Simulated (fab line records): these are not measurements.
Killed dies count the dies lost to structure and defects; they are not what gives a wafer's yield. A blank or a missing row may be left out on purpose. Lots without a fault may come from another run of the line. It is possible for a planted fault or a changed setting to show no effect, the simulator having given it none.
Which tool is to blame? + flow sky130 + 18 wafers from 6 lots sampled at 4 of the route's 708 steps

WHAT THE GAUGES READ, wafer by wafer
SKY_VIA1_CD_MEAS_12 targets a cd of 150 nm.
| lot  | measured     | on        | cd nm (nm)        |
|------|--------------|-----------|-------------------|
| L401 | day 34 19:08 | cd sem-02 | 150.1 149.2 149.4 |
| L403 | day 35 19:49 | cd sem-01 | 149.2 148.0 148.5 |
| L405 | day 36 06:48 | cd sem-01 | 150.8 150.1 152.2 |
| L408 | day 37 21:24 | cd sem-02 | 111.0 39.4 -      |
| L421 | day 41 01:49 | cd sem-02 | 150.3 150.5 151.1 |
| L422 | day 41 08:50 | cd sem-02 | 150.8 151.0 151.2 |

WHICH TOOL RAN EACH LOT (tool, then ch and the chambers of the sampled wafers, then the start)
| lot  | SKY_METAL1_METAL_ETCH_19          | SKY_METAL1_STRIP_20                  | SKY_VIA1_EXPOSE_09                |
|------|-----------------------------------|--------------------------------------|-----------------------------------|
| L401 | rie metal-02 ch 1, day 33 14:43   | plasma asher-02 ch 1, day 33 14:54   | krf scanner-02 ch 0, day 34 06:06 |
| L403 | rie metal-01 ch 0,1, day 34 15:34 | plasma asher-03 ch 0,1, day 34 15:40 | krf scanner-01 ch 0, day 35 06:29 |
| L405 | rie metal-04 ch 0,1, day 35 03:01 | plasma asher-04 ch 0,1, day 35 03:07 | krf scanner-02 ch 0, day 35 17:44 |
| L408 | rie metal-01 ch 0,1, day 36 18:11 | plasma asher-04 ch 0,1, day 36 18:17 | krf scanner-02 ch 0, day 37 08:15 |
| L421 | rie metal-01 ch 0,1, day 40 00:19 | plasma asher-04 ch 1, day 40 00:25   | krf scanner-02 ch 0, day 40 14:04 |
| L422 | rie metal-02 ch 0,1, day 40 08:51 | plasma asher-02 ch 0,1, day 40 08:57 | krf scanner-02 ch 0, day 40 21:27 |
- SKY_METAL1_METAL_ETCH_19: etches the open film in Cl2/BCl3, stops on SiO2, target depth 360 nm, time 78 s.
- SKY_METAL1_STRIP_20: strips in O2/N2.
- SKY_VIA1_EXPOSE_09: exposes mask VIM, target cd 150 nm.

THE ANSWER, worked out from the rows above alone
Rule: the lots themselves supply what counts as usual. The widest of any qualifying gaps counts: lots, ordered by their means at a reading, are off when they make up no more than a third of the lots, leave a main group of 4 or more, and stand apart from it by 3 or more times the standard deviation of that group's means. A main group whose means are all the same, to the digits that the tables above print for the reading, isn't used. A lot without any number at a reading at which 4 lots or more have one is off too. Where the step has rows for the other lots, those lots are counted as sound.
Off: L408 (SKY_VIA1_CD_MEAS_12, cd nm). For the main group the mean is 150.2 nm and the standard deviation 0.96.
If a tool, at a process step before that reading, ran all the lots that are off and no sound lot after the first of them, it fits. Gauges at SKY_VIA1_CD_MEAS_12: tried the same way as those tools. None of those tried fits.

WHAT THE SIMULATOR HAD PUT IN
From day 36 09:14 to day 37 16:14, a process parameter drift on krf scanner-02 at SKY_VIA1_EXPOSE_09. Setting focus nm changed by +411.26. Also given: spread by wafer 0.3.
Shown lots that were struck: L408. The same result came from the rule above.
